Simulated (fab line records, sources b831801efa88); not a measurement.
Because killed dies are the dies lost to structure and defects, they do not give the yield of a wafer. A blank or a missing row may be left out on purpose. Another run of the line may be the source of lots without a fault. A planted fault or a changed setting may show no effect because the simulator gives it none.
fab line records -- flow sky130
record: lots: 24, wafers: 72, lastDay: 50
route steps=708 shown METAL1@438 METAL2@498 VIA2@528 METAL3@536 CAPM@551
lots that met no fault: from a run of the same line without faults
startH: hours from the record's first day to the start of the lot's first wafer shown -- waitH: time in hours since the lot's previous step -- " same as the row above -- L1.1+2: a single row standing in for several wafers -- - no value present, or no start provided -- * or withheld: withheld -- < > ~ a bound
route shown NAME@n: a module of which the file shows steps, and the number in the route of the first -- usual: mean/standard deviation of fault-free wafers -- same: alike in all rows -- chamber/n: place in a boat -- sites: per-site readings -- _std_site: standard deviation of those values -- _edge_site: mean of outer sites minus mean of inner sites -- radiusMm: how far each site lies from the wafer's centre -- mask NAME#n: copy n -- behind: the tool/chamber that last shaped the wafer -- hold: reason for holding the lot/hours on hold/outcome of the hold -- device: the n, p or np transistor that did not switch -- end of line: the same wafers' tests at the end of the route -- step lacking rows: just its recipe -- killed: not the wafer's yield, but the dies lost to structure and defects at the first sort -- map: per-die view of a wafer (x killed, . not killed, _ where there is no die)
set.NAME: setting as actually run; set.NAME@STEP: the setting as run at that earlier step -- model.NAME: the simulator's own value behind a step, which no gauge read
route steps across a sampled set of lots; one table per step, one row per wafer
services: from which hour (startH, from the record's first day; less than 0 if before it) a tool's chamber was out of use, for how many hours, and why
== steps ==
step: SKY_METAL1_SPUTTER_04
recipe: material: TiN, targetThkNm: 70, powerW: 6500, timeS: 58.3, chamberPressurePa: 0.4
usual: throttleValvePct: 30.0/1.1
lot.wafer,tool,chamber,startH,waitH,throttleValvePct
L074.1,pvdSputter-02,-,747.16,0.0,29.1
L074.3,pvdSputter-02,-,747.16,0.0,29.7
L074.6,pvdSputter-02,-,747.16,0.0,28.9
L075.2,pvdSputter-01,-,748.88,0.0,31.4
L075.5,pvdSputter-01,-,748.88,0.0,28.0
L075.6,pvdSputter-01,-,748.88,0.0,29.3
L076.2,pvdSputter-01,-,762.13,0.0,29.4
L076.3,pvdSputter-01,-,762.13,0.0,31.7
L076.4,pvdSputter-01,-,762.13,0.0,28.2
L077.3,pvdSputter-04,-,765.74,0.0,29.4
L077.5,pvdSputter-04,-,765.74,0.0,30.2
L077.6,pvdSputter-04,-,765.74,0.0,29.5
L078.2,pvdSputter-04,-,772.53,0.0,30.3
L078.3,pvdSputter-04,-,772.53,0.0,30.1
L078.6,pvdSputter-04,-,772.53,0.0,29.1
L079.1,pvdSputter-04,-,783.90,0.0,30.4
L079.3,pvdSputter-04,-,783.90,0.0,29.8
L079.5,pvdSputter-04,-,783.90,0.0,30.4
L080.3,pvdSputter-04,-,801.07,0.0,30.0
L080.4,pvdSputter-04,-,801.07,0.0,30.3
L080.5,pvdSputter-04,-,801.07,0.0,32.3
L081.2,pvdSputter-02,-,805.35,0.0,29.4
L081.4,pvdSputter-02,-,805.35,0.0,29.7
L081.5,pvdSputter-02,-,805.35,0.0,28.9
L082.2,pvdSputter-01,-,807.02,0.0,29.3
L082.3,pvdSputter-01,-,807.02,0.0,31.8
L082.6,pvdSputter-01,-,807.02,0.0,28.2
L083.2,pvdSputter-04,-,812.63,0.0,30.1
L083.5,pvdSputter-04,-,812.63,0.0,31.8
L083.6,pvdSputter-04,-,812.63,0.0,29.2
L084.1,pvdSputter-04,-,825.65,0.0,29.2
L084.2,pvdSputter-04,-,825.65,0.0,32.0
L084.3,pvdSputter-04,-,825.65,0.0,30.0
L085.3,pvdSputter-04,-,830.94,0.0,31.5
L085.5,pvdSputter-04,-,830.94,0.0,29.3
L085.6,pvdSputter-04,-,830.94,0.0,31.7
L086.1,pvdSputter-04,-,836.54,0.0,29.3
L086.3,pvdSputter-04,-,836.54,0.0,31.8
L086.5,pvdSputter-04,-,836.54,0.0,31.6
L087.1,pvdSputter-02,-,850.82,0.0,29.4
L087.4,pvdSputter-02,-,850.82,0.0,29.8
L087.5,pvdSputter-02,-,850.82,0.0,29.1
L088.1,pvdSputter-02,-,852.93,0.0,29.7
L088.2,pvdSputter-02,-,852.93,0.0,29.4
L088.6,pvdSputter-02,-,852.93,0.0,29.3
L089.1,pvdSputter-02,-,864.38,0.0,29.6
L089.2,pvdSputter-02,-,864.38,0.0,30.0
L089.5,pvdSputter-02,-,864.38,0.0,31.6
L090.1,pvdSputter-02,-,869.91,0.0,29.5
L090.4,pvdSputter-02,-,869.91,0.0,31.4
L090.5,pvdSputter-02,-,869.91,0.0,29.7
L091.2,pvdSputter-02,-,875.69,0.0,31.2
L091.5,pvdSputter-02,-,875.69,0.0,29.4
L091.6,pvdSputter-02,-,875.69,0.0,31.3
L092.1,pvdSputter-04,-,884.73,0.0,29.4
L092.3,pvdSputter-04,-,884.73,0.0,29.6
L092.5,pvdSputter-04,-,884.73,0.0,29.0
L093.3,pvdSputter-01,-,889.54,0.0,28.0
L093.4,pvdSputter-01,-,889.54,0.0,29.2
L093.6,pvdSputter-01,-,889.54,0.0,31.5
L094.1,pvdSputter-04,-,897.49,0.0,30.0
L094.2,pvdSputter-04,-,897.49,0.0,31.9
L094.6,pvdSputter-04,-,897.49,0.0,30.0
L095.2,pvdSputter-01,-,905.34,0.0,31.3
L095.4,pvdSputter-01,-,905.34,0.0,28.1
L095.6,pvdSputter-01,-,905.34,0.0,31.4
L096.1,pvdSputter-01,-,913.44,0.0,29.2
L096.4,pvdSputter-01,-,913.44,0.0,29.4
L096.6,pvdSputter-01,-,913.44,0.0,29.2
L097.1,pvdSputter-01,-,919.00,0.0,29.4
L097.2,pvdSputter-01,-,919.00,0.0,31.5
L097.6,pvdSputter-01,-,919.00,0.0,28.5
step: SKY_METAL1_RS_MEAS_05
recipe: thkMeasGauge: four-point-probe, reads: TiN_of_METAL1_SPUTTER_04+Ti_of_METAL1_SPUTTER_03+AlCu_of_METAL1_SPUTTER_02+TiN_of_METAL1_SPUTTER_01+Ti_of_METAL1_SPUTTER_00
usual: METAL1_ALCU_RS: 0.1263/0.0015
lot.wafer,tool,chamber,startH,waitH,METAL1_ALCU_RS[ohm/sq]
L074.1,filmMetro-04,-,747.21,0.0,0.1284
L074.3,filmMetro-04,-,747.21,0.0,0.1283
L074.6,filmMetro-04,-,747.21,0.0,0.1280
L075.2,filmMetro-03,-,748.94,0.0,0.1262
L075.5,filmMetro-03,-,748.94,0.0,0.1273
L075.6,filmMetro-03,-,748.94,0.0,0.1266
L076.2,filmMetro-01,-,762.20,0.0,0.1236
L076.3,filmMetro-01,-,762.20,0.0,0.1240
L076.4,filmMetro-01,-,762.20,0.0,0.1242
L077.3,filmMetro-03,-,765.83,0.1,0.1261
L077.5,filmMetro-03,-,765.83,0.1,0.1242
L077.6,filmMetro-03,-,765.83,0.1,0.1254
L078.2,filmMetro-04,-,772.60,0.0,0.1293
L078.3,filmMetro-04,-,772.60,0.0,0.1266
L078.6,filmMetro-04,-,772.60,0.0,0.1292
L079.1,filmMetro-01,-,783.94,0.0,0.1260
L079.3,filmMetro-01,-,783.94,0.0,0.1251
L079.5,filmMetro-01,-,783.94,0.0,0.1257
L080.3,filmMetro-04,-,801.16,0.1,0.1238
L080.4,filmMetro-04,-,801.16,0.1,0.1256
L080.5,filmMetro-04,-,801.16,0.1,0.1262
L081.2,filmMetro-03,-,805.46,0.1,0.1252
L081.4,filmMetro-03,-,805.46,0.1,0.1258
L081.5,filmMetro-03,-,805.46,0.1,0.1255
L082.2,filmMetro-04,-,807.09,0.0,0.1265
L082.3,filmMetro-04,-,807.09,0.0,0.1268
L082.6,filmMetro-04,-,807.09,0.0,0.1251
L083.2,filmMetro-04,-,812.70,0.0,0.1250
L083.5,filmMetro-04,-,812.70,0.0,0.1254
L083.6,filmMetro-04,-,812.70,0.0,0.1247
L084.1,filmMetro-04,-,825.70,0.0,0.1270
L084.2,filmMetro-04,-,825.70,0.0,0.1272
L084.3,filmMetro-04,-,825.70,0.0,0.1279
L085.3,filmMetro-03,-,831.07,0.1,0.1274
L085.5,filmMetro-03,-,831.07,0.1,0.1272
L085.6,filmMetro-03,-,831.07,0.1,0.1281
L086.1,filmMetro-04,-,836.59,0.0,0.1262
L086.3,filmMetro-04,-,836.59,0.0,0.1251
L086.5,filmMetro-04,-,836.59,0.0,0.1258
L087.1,filmMetro-04,-,850.87,0.0,0.1261
L087.4,filmMetro-04,-,850.87,0.0,0.1278
L087.5,filmMetro-04,-,850.87,0.0,0.1278
L088.1,filmMetro-04,-,852.98,0.0,0.1247
L088.2,filmMetro-04,-,852.98,0.0,0.1239
L088.6,filmMetro-04,-,852.98,0.0,0.1233
L089.1,filmMetro-04,-,864.43,0.0,0.1282
L089.2,filmMetro-04,-,864.43,0.0,0.1280
L089.5,filmMetro-04,-,864.43,0.0,0.1276
L090.1,filmMetro-04,-,869.96,0.0,0.1285
L090.4,filmMetro-04,-,869.96,0.0,0.1280
L090.5,filmMetro-04,-,869.96,0.0,0.1270
L091.2,filmMetro-04,-,875.76,0.0,0.1234
L091.5,filmMetro-04,-,875.76,0.0,0.1244
L091.6,filmMetro-04,-,875.76,0.0,0.1242
L092.1,filmMetro-04,-,884.78,0.0,0.1271
L092.3,filmMetro-04,-,884.78,0.0,0.1255
L092.5,filmMetro-04,-,884.78,0.0,0.1268
L093.3,filmMetro-04,-,889.66,0.1,0.1256
L093.4,filmMetro-04,-,889.66,0.1,0.1266
L093.6,filmMetro-04,-,889.66,0.1,0.1262
L094.1,filmMetro-03,-,897.54,0.0,0.1234
L094.2,filmMetro-03,-,897.54,0.0,0.1256
L094.6,filmMetro-03,-,897.54,0.0,0.1235
L095.2,filmMetro-04,-,905.41,0.0,0.1278
L095.4,filmMetro-04,-,905.41,0.0,0.1278
L095.6,filmMetro-04,-,905.41,0.0,0.1264
L096.1,filmMetro-04,-,913.49,0.0,0.1285
L096.4,filmMetro-04,-,913.49,0.0,0.1280
L096.6,filmMetro-04,-,913.49,0.0,0.1287
L097.1,filmMetro-04,-,919.05,0.0,0.1249
L097.2,filmMetro-04,-,919.05,0.0,0.1253
L097.6,filmMetro-04,-,919.05,0.0,0.1254
step: SKY_METAL2_CD_MEAS_15
recipe: targetCdNm: 140
usual: cdNm: 140.2/1.3
lot.wafer,tool,chamber,startH,waitH,cdNm
L074.1,cdSem-02,-,830.87,-,138.3
L074.3,cdSem-02,-,830.87,-,140.0
L074.6,cdSem-02,-,830.87,-,138.1
L075.2,cdSem-02,-,833.08,-,138.8
L075.5,cdSem-02,-,833.08,-,140.8
L075.6,cdSem-02,-,833.08,-,138.2
L076.2,cdSem-01,-,845.48,-,137.5
L076.3,cdSem-01,-,845.48,-,137.8
L076.4,cdSem-01,-,845.48,-,137.1
L077.3,cdSem-01,-,848.49,-,142.3
L077.5,cdSem-01,-,848.49,-,141.9
L077.6,cdSem-01,-,848.49,-,142.0
L078.2,cdSem-01,-,855.77,-,140.7
L078.3,cdSem-01,-,855.77,-,138.2
L078.6,cdSem-01,-,855.77,-,138.4
L079.1,cdSem-01,-,865.40,-,139.7
L079.3,cdSem-01,-,865.40,-,140.1
L079.5,cdSem-01,-,865.40,-,140.8
L080.3,cdSem-01,-,882.85,-,140.5
L080.4,cdSem-01,-,882.85,-,140.7
L080.5,cdSem-01,-,882.85,-,139.4
L081.2,cdSem-01,-,886.69,-,139.7
L081.4,cdSem-01,-,886.69,-,140.8
L081.5,cdSem-01,-,886.69,-,140.1
L082.2,cdSem-01,-,889.19,-,140.0
L082.3,cdSem-01,-,889.19,-,139.8
L082.6,cdSem-01,-,889.19,-,141.2
L083.2,cdSem-01,-,895.17,-,143.1
L083.5,cdSem-01,-,895.17,-,142.6
L083.6,cdSem-01,-,895.17,-,140.2
L084.1,cdSem-02,-,907.30,-,139.9
L084.2,cdSem-02,-,907.30,-,141.5
L084.3,cdSem-02,-,907.30,-,141.8
L085.3,cdSem-02,-,912.59,-,137.6
L085.5,cdSem-02,-,912.59,-,139.1
L085.6,cdSem-02,-,912.59,-,138.3
L086.1,cdSem-01,-,918.87,-,139.6
L086.3,cdSem-01,-,918.87,-,138.9
L086.5,cdSem-01,-,918.87,-,140.8
L087.1,cdSem-02,-,932.62,-,139.8
L087.4,cdSem-02,-,932.62,-,140.4
L087.5,cdSem-02,-,932.62,-,138.6
L088.1,cdSem-01,-,933.01,-,142.6
L088.2,cdSem-01,-,933.01,-,142.2
L088.6,cdSem-01,-,933.01,-,141.6
L089.1,cdSem-01,-,944.92,-,141.5
L089.2,cdSem-01,-,944.92,-,141.1
L089.5,cdSem-01,-,944.92,-,141.1
L090.1,cdSem-01,-,950.47,-,140.2
L090.4,cdSem-01,-,950.47,-,140.4
L090.5,cdSem-01,-,950.47,-,139.9
L091.2,cdSem-02,-,954.32,-,138.4
L091.5,cdSem-02,-,954.32,-,139.1
L091.6,cdSem-02,-,954.32,-,140.0
L092.1,cdSem-01,-,963.90,-,140.3
L092.3,cdSem-01,-,963.90,-,141.0
L092.5,cdSem-01,-,963.90,-,139.6
L093.3,cdSem-01,-,968.36,-,138.0
L093.4,cdSem-01,-,968.36,-,139.4
L093.6,cdSem-01,-,968.36,-,139.4
L094.1,cdSem-01,-,975.82,-,139.9
L094.2,cdSem-01,-,975.82,-,139.5
L094.6,cdSem-01,-,975.82,-,139.5
L095.2,cdSem-01,-,983.02,-,140.9
L095.4,cdSem-01,-,983.02,-,141.3
L095.6,cdSem-01,-,983.02,-,141.3
L096.1,cdSem-02,-,991.47,-,140.8
L096.4,cdSem-02,-,991.47,-,139.5
L096.6,cdSem-02,-,991.47,-,141.7
L097.1,cdSem-01,-,995.35,-,139.1
L097.2,cdSem-01,-,995.35,-,140.6
L097.6,cdSem-01,-,995.35,-,139.4
step: SKY_VIA2_CVD_21
recipe: material: W, targetThkNm: 420, timeS: 126.4, tempC: 400, pressureTorr: 40
usual: heaterPowerW: 843/62
lot.wafer,tool,chamber,startH,waitH,heaterPowerW
L074.1,cvdW-01,0,859.98,0.0,861
L074.3,cvdW-01,1,859.98,0.0,899
L074.6,cvdW-01,0,859.98,0.0,864
L075.2,cvdW-01,0,861.26,0.0,864
L075.5,cvdW-01,1,861.26,0.0,915
L075.6,cvdW-01,0,861.26,0.0,869
L076.2,cvdW-02,1,873.47,0.0,872
L076.3,cvdW-02,1,873.47,0.0,893
L076.4,cvdW-02,0,873.47,0.0,766
L077.3,cvdW-02,1,876.78,0.1,886
L077.5,cvdW-02,1,876.78,0.1,888
L077.6,cvdW-02,0,876.78,0.1,774
L078.2,cvdW-02,1,884.64,0.0,883
L078.3,cvdW-02,1,884.64,0.0,879
L078.6,cvdW-02,1,884.64,0.0,898
L079.1,cvdW-02,0,893.73,0.0,762
L079.3,cvdW-02,1,893.73,0.0,913
L079.5,cvdW-02,0,893.73,0.0,785
L080.3,cvdW-01,0,911.21,0.1,850
L080.4,cvdW-01,1,911.21,0.1,921
L080.5,cvdW-01,1,911.21,0.1,924
L081.2,cvdW-01,0,914.50,0.0,844
L081.4,cvdW-01,1,914.50,0.0,899
L081.5,cvdW-01,1,914.50,0.0,927
L082.2,cvdW-01,1,917.15,0.0,911
L082.3,cvdW-01,0,917.15,0.0,851
L082.6,cvdW-01,0,917.15,0.0,845
L083.2,cvdW-01,1,923.51,0.0,926
L083.5,cvdW-01,1,923.51,0.0,938
L083.6,cvdW-01,0,923.51,0.0,833
L084.1,cvdW-02,0,934.97,0.0,764
L084.2,cvdW-02,0,934.97,0.0,757
L084.3,cvdW-02,0,934.97,0.0,763
L085.3,cvdW-02,0,940.85,0.1,771
L085.5,cvdW-02,0,940.85,0.1,770
L085.6,cvdW-02,0,940.85,0.1,765
L086.1,cvdW-01,1,946.28,0.1,950
L086.3,cvdW-01,1,946.28,0.1,919
L086.5,cvdW-01,1,946.28,0.1,898
L087.1,cvdW-01,1,959.60,0.0,945
L087.4,cvdW-01,0,959.60,0.0,836
L087.5,cvdW-01,0,959.60,0.0,852
L088.1,cvdW-02,1,959.95,0.0,847
L088.2,cvdW-02,0,959.95,0.0,772
L088.6,cvdW-02,0,959.95,0.0,748
L089.1,cvdW-02,0,971.87,0.0,763
L089.2,cvdW-02,1,971.87,0.0,821
L089.5,cvdW-02,1,971.87,0.0,838
L090.1,cvdW-02,1,977.36,0.0,831
L090.4,cvdW-02,1,977.36,0.0,804
L090.5,cvdW-02,1,977.36,0.0,824
L091.2,cvdW-01,0,981.48,0.0,840
L091.5,cvdW-01,0,981.48,0.0,868
L091.6,cvdW-01,1,981.48,0.0,921
L092.1,cvdW-02,1,991.13,0.0,845
L092.3,cvdW-02,0,991.13,0.0,762
L092.5,cvdW-02,0,991.13,0.0,766
L093.3,cvdW-02,0,994.56,0.1,756
L093.4,cvdW-02,1,994.56,0.1,824
L093.6,cvdW-02,0,994.56,0.1,785
L094.1,cvdW-02,1,1002.22,0.0,836
L094.2,cvdW-02,0,1002.22,0.0,763
L094.6,cvdW-02,1,1002.22,0.0,827
L095.2,cvdW-02,1,1008.99,0.0,837
L095.4,cvdW-02,1,1008.99,0.0,817
L095.6,cvdW-02,0,1008.99,0.0,759
L096.1,cvdW-01,0,1018.17,0.0,852
L096.4,cvdW-01,0,1018.17,0.0,851
L096.6,cvdW-01,1,1018.17,0.0,953
L097.1,cvdW-01,1,1020.98,0.0,948
L097.2,cvdW-01,0,1020.98,0.0,860
L097.6,cvdW-01,0,1020.98,0.0,866
step: SKY_METAL3_SPUTTER_04
recipe: material: TiN, targetThkNm: 70, powerW: 6500, timeS: 58.3, chamberPressurePa: 0.4
usual: throttleValvePct: 29.9/1
lot.wafer,tool,chamber,startH,waitH,throttleValvePct
L074.1,pvdSputter-04,-,860.74,0.0,31.7
L074.3,pvdSputter-04,-,860.74,0.0,29.3
L074.6,pvdSputter-04,-,860.74,0.0,29.0
L075.2,pvdSputter-01,-,861.97,0.0,31.7
L075.5,pvdSputter-01,-,861.97,0.0,28.4
L075.6,pvdSputter-01,-,861.97,0.0,31.6
L076.2,pvdSputter-02,-,874.19,0.0,31.2
L076.3,pvdSputter-02,-,874.19,0.0,29.1
L076.4,pvdSputter-02,-,874.19,0.0,29.9
L077.3,pvdSputter-04,-,877.45,0.0,32.0
L077.5,pvdSputter-04,-,877.45,0.0,29.9
L077.6,pvdSputter-04,-,877.45,0.0,31.9
L078.2,pvdSputter-01,-,885.36,0.0,27.9
L078.3,pvdSputter-01,-,885.36,0.0,31.3
L078.6,pvdSputter-01,-,885.36,0.0,29.3
L079.1,pvdSputter-01,-,894.44,0.0,29.2
L079.3,pvdSputter-01,-,894.44,0.0,31.3
L079.5,pvdSputter-01,-,894.44,0.0,28.1
L080.3,pvdSputter-02,-,911.88,0.0,28.8
L080.4,pvdSputter-02,-,911.88,0.0,31.3
L080.5,pvdSputter-02,-,911.88,0.0,29.0
L081.2,pvdSputter-02,-,915.22,0.0,29.1
L081.4,pvdSputter-02,-,915.22,0.0,29.2
L081.5,pvdSputter-02,-,915.22,0.0,31.6
L082.2,pvdSputter-04,-,917.87,0.0,29.3
L082.3,pvdSputter-04,-,917.87,0.0,30.0
L082.6,pvdSputter-04,-,917.87,0.0,30.2
L083.2,pvdSputter-02,-,924.23,0.0,31.3
L083.5,pvdSputter-02,-,924.23,0.0,31.3
L083.6,pvdSputter-02,-,924.23,0.0,28.8
L084.1,pvdSputter-04,-,935.81,0.0,31.8
L084.2,pvdSputter-04,-,935.81,0.0,29.4
L084.3,pvdSputter-04,-,935.81,0.0,30.6
L085.3,pvdSputter-04,-,941.61,0.0,32.1
L085.5,pvdSputter-04,-,941.61,0.0,30.4
L085.6,pvdSputter-04,-,941.61,0.0,30.1
L086.1,pvdSputter-01,-,947.13,0.0,28.1
L086.3,pvdSputter-01,-,947.13,0.0,29.2
L086.5,pvdSputter-01,-,947.13,0.0,29.4
L087.1,pvdSputter-01,-,960.32,0.0,29.1
L087.4,pvdSputter-01,-,960.32,0.0,28.1
L087.5,pvdSputter-01,-,960.32,0.0,29.4
L088.1,pvdSputter-02,-,960.66,0.0,28.8
L088.2,pvdSputter-02,-,960.66,0.0,29.8
L088.6,pvdSputter-02,-,960.66,0.0,29.5
L089.1,pvdSputter-02,-,972.58,0.0,29.7
L089.2,pvdSputter-02,-,972.58,0.0,29.5
L089.5,pvdSputter-02,-,972.58,0.0,29.2
L090.1,pvdSputter-04,-,978.07,0.0,29.2
L090.4,pvdSputter-04,-,978.07,0.0,29.1
L090.5,pvdSputter-04,-,978.07,0.0,30.2
L091.2,pvdSputter-01,-,982.20,0.0,29.3
L091.5,pvdSputter-01,-,982.20,0.0,29.3
L091.6,pvdSputter-01,-,982.20,0.0,29.5
L092.1,pvdSputter-02,-,991.85,0.0,29.8
L092.3,pvdSputter-02,-,991.85,0.0,29.7
L092.5,pvdSputter-02,-,991.85,0.0,29.8
L093.3,pvdSputter-04,-,995.25,0.0,32.1
L093.4,pvdSputter-04,-,995.25,0.0,30.2
L093.6,pvdSputter-04,-,995.25,0.0,31.9
L094.1,pvdSputter-02,-,1002.94,0.0,29.9
L094.2,pvdSputter-02,-,1002.94,0.0,31.2
L094.6,pvdSputter-02,-,1002.94,0.0,29.6
L095.2,pvdSputter-01,-,1009.70,0.0,28.4
L095.4,pvdSputter-01,-,1009.70,0.0,31.5
L095.6,pvdSputter-01,-,1009.70,0.0,29.3
L096.1,pvdSputter-01,-,1019.03,0.0,31.7
L096.4,pvdSputter-01,-,1019.03,0.0,31.4
L096.6,pvdSputter-01,-,1019.03,0.0,29.2
L097.1,pvdSputter-02,-,1021.69,0.0,28.7
L097.2,pvdSputter-02,-,1021.69,0.0,30.0
L097.6,pvdSputter-02,-,1021.69,0.0,28.9
step: SKY_CAPM_STRIP_14
recipe: chemistry: O2/N2, powerW: 1400, pressureMtorr: 1500, platenTempC: withheld, o2FlowSccm: 3000, n2FlowSccm: 300, overashFraction: 0.5
usual: drypumpMotorCurrentA: 5.6/0.46, oesProductAu: 0.710/0.0043, stripTimeToEndpointS: 12.65/0.044
lot.wafer,tool,chamber,startH,waitH,drypumpMotorCurrentA,oesProductAu,rfHoursCounterH,stripTimeToEndpointS
L074.1,plasmaAsher-02,1,887.08,0.1,4.9,0.711,48,12.63
L074.3,plasmaAsher-02,1,887.08,0.1,4.9,0.711,-,12.68
L074.6,plasmaAsher-02,0,887.08,0.1,5.8,0.717,-,12.66
L075.2,plasmaAsher-02,0,888.21,0.1,5.9,0.706,48,12.60
L075.5,plasmaAsher-02,1,888.21,0.1,4.9,0.709,-,12.56
L075.6,plasmaAsher-02,0,888.21,0.1,5.8,0.714,-,12.69
L076.2,plasmaAsher-01,1,900.58,0.1,5.4,0.702,81,12.69
L076.3,plasmaAsher-01,1,900.58,0.1,5.5,0.713,-,12.63
L076.4,plasmaAsher-01,0,900.58,0.1,6.3,0.711,-,12.68
L077.3,plasmaAsher-03,1,903.76,0.1,6.0,0.718,-,12.67
L077.5,plasmaAsher-03,1,903.76,0.1,6.0,0.707,-,12.70
L077.6,plasmaAsher-03,0,903.76,0.1,5.6,0.704,-,12.59
L078.2,plasmaAsher-02,1,910.63,0.1,4.9,0.710,50,12.67
L078.3,plasmaAsher-02,1,910.63,0.1,4.9,0.718,-,12.74
L078.6,plasmaAsher-02,0,910.63,0.1,5.9,0.712,-,12.64
L079.1,plasmaAsher-02,1,920.75,0.1,4.9,0.712,51,12.58
L079.3,plasmaAsher-02,0,920.75,0.1,5.8,0.717,-,12.65
L079.5,plasmaAsher-02,1,920.75,0.1,4.9,0.722,-,12.63
L080.3,plasmaAsher-01,0,936.99,0.1,6.3,0.713,-,12.67
L080.4,plasmaAsher-01,1,936.99,0.1,5.4,0.710,-,12.68
L080.5,plasmaAsher-01,1,936.99,0.1,5.4,0.711,-,12.70
L081.2,plasmaAsher-02,0,940.28,0.1,5.9,0.717,54,12.63
L081.4,plasmaAsher-02,1,940.28,0.1,4.9,0.713,-,12.64
L081.5,plasmaAsher-02,1,940.28,0.1,4.9,0.718,-,12.63
L082.2,plasmaAsher-02,1,943.03,0.1,4.9,0.706,54,12.72
L082.3,plasmaAsher-02,1,943.03,0.1,4.9,0.709,-,12.68
L082.6,plasmaAsher-02,1,943.03,0.1,4.9,0.701,-,12.70
L083.2,plasmaAsher-02,0,949.23,0.1,5.8,0.710,55,12.60
L083.5,plasmaAsher-02,0,949.23,0.1,5.9,0.709,-,12.64
L083.6,plasmaAsher-02,1,949.23,0.1,4.9,0.705,-,12.67
L084.1,plasmaAsher-02,0,960.93,0.1,5.9,0.710,56,12.73
L084.2,plasmaAsher-02,1,960.93,0.1,4.9,0.713,56,12.76
L084.3,plasmaAsher-02,1,960.93,0.1,4.9,0.707,-,12.69
L085.3,plasmaAsher-03,0,966.91,0.1,5.6,0.707,-,12.65
L085.5,plasmaAsher-03,0,966.91,0.1,5.6,0.709,-,12.64
L085.6,plasmaAsher-03,1,966.91,0.1,6.0,0.709,-,12.63
L086.1,plasmaAsher-03,1,971.58,0.1,6.0,0.711,113,12.59
L086.3,plasmaAsher-03,0,971.58,0.1,5.6,0.711,-,12.65
L086.5,plasmaAsher-03,0,971.58,0.1,5.6,0.710,-,12.64
L087.1,plasmaAsher-01,1,984.66,0.1,5.4,0.707,89,12.65
L087.4,plasmaAsher-01,1,984.66,0.1,5.4,0.717,-,12.66
L087.5,plasmaAsher-01,0,984.66,0.1,6.3,0.717,-,12.60
L088.1,plasmaAsher-01,1,985.43,0.1,5.4,0.712,89,12.65
L088.2,plasmaAsher-01,0,985.43,0.1,6.3,0.705,89,12.68
L088.6,plasmaAsher-01,0,985.43,0.1,6.2,0.708,-,12.68
L089.1,plasmaAsher-02,0,996.13,0.1,5.9,0.703,59,12.63
L089.2,plasmaAsher-02,1,996.13,0.1,4.9,0.708,59,12.68
L089.5,plasmaAsher-02,0,996.13,0.1,5.9,0.710,-,12.69
L090.1,plasmaAsher-02,0,1002.01,0.1,5.9,0.706,60,12.66
L090.4,plasmaAsher-02,0,1002.01,0.1,5.9,0.713,-,12.76
L090.5,plasmaAsher-02,0,1002.01,0.1,5.8,0.713,-,12.73
L091.2,plasmaAsher-01,0,1005.66,0.1,6.3,0.717,91,12.70
L091.5,plasmaAsher-01,1,1005.66,0.1,5.4,0.717,-,12.68
L091.6,plasmaAsher-01,0,1005.66,0.1,6.3,0.713,-,12.61
L092.1,plasmaAsher-01,1,1015.71,0.1,5.4,0.709,92,12.71
L092.3,plasmaAsher-01,0,1015.71,0.1,6.2,0.710,-,12.63
L092.5,plasmaAsher-01,0,1015.71,0.1,6.3,0.714,-,12.68
L093.3,plasmaAsher-02,1,1018.95,0.1,4.9,0.712,-,12.64
L093.4,plasmaAsher-02,0,1018.95,0.1,5.8,0.712,-,12.56
L093.6,plasmaAsher-02,0,1018.95,0.1,5.9,0.712,-,12.66
L094.1,plasmaAsher-02,0,1026.48,0.1,5.8,0.711,62,12.69
L094.2,plasmaAsher-02,1,1026.48,0.1,4.9,0.702,62,12.59
L094.6,plasmaAsher-02,1,1026.48,0.1,4.9,0.707,-,12.63
L095.2,plasmaAsher-03,1,1031.76,0.1,5.9,0.711,119,12.62
L095.4,plasmaAsher-03,0,1031.76,0.1,5.6,0.707,-,12.59
L095.6,plasmaAsher-03,0,1031.76,0.1,5.6,0.714,-,12.64
L096.1,plasmaAsher-01,0,1041.86,0.1,6.3,0.713,95,12.67
L096.4,plasmaAsher-01,1,1041.86,0.1,5.4,0.704,-,12.66
L096.6,plasmaAsher-01,0,1041.86,0.1,6.2,0.709,-,12.56
L097.1,plasmaAsher-03,1,1043.58,0.1,5.9,0.703,120,12.64
L097.2,plasmaAsher-03,0,1043.58,0.1,5.6,0.711,120,12.59
L097.6,plasmaAsher-03,1,1043.58,0.1,5.9,0.709,-,12.64
== services ==
tool,chamber,startH,hours,kind
plasmaAsher-01,-,734.11,4.1,repair
pvdSputter-02,-,736.23,1.5,repair
pvdSputter-04,1,821.53,-,consumableReplace:kit
pvdSputter-04,1,821.53,18.0,scheduledDown
pvdSputter-04,1,821.53,18.0,ventCycle
cvdW-02,1,824.19,3.3,repair
plasmaAsher-03,-,829.52,4.3,pm
cvdW-02,-,833.03,6.0,pm
plasmaAsher-02,-,838.92,0.4,repair
pvdSputter-04,-,850.48,5.6,repair
cvdW-02,0,853.35,9.1,repair
plasmaAsher-01,-,853.82,1.0,repair
pvdSputter-01,-,871.98,6.8,repair
pvdSputter-02,-,900.91,10.6,repair
cvdW-02,-,904.00,14.0,pm
plasmaAsher-01,-,920.74,1.3,repair
plasmaAsher-02,-,930.86,1.9,repair
cvdW-02,1,933.83,14.6,repair
plasmaAsher-01,-,938.12,5.6,repair
cvdW-01,0,940.04,9.2,repair
cvdW-02,0,941.55,8.1,repair
pvdSputter-01,-,998.05,2.1,repair
plasmaAsher-02,-,1010.94,2.8,repair
plasmaAsher-02,-,1036.81,2.8,pm
== key ==
fault none
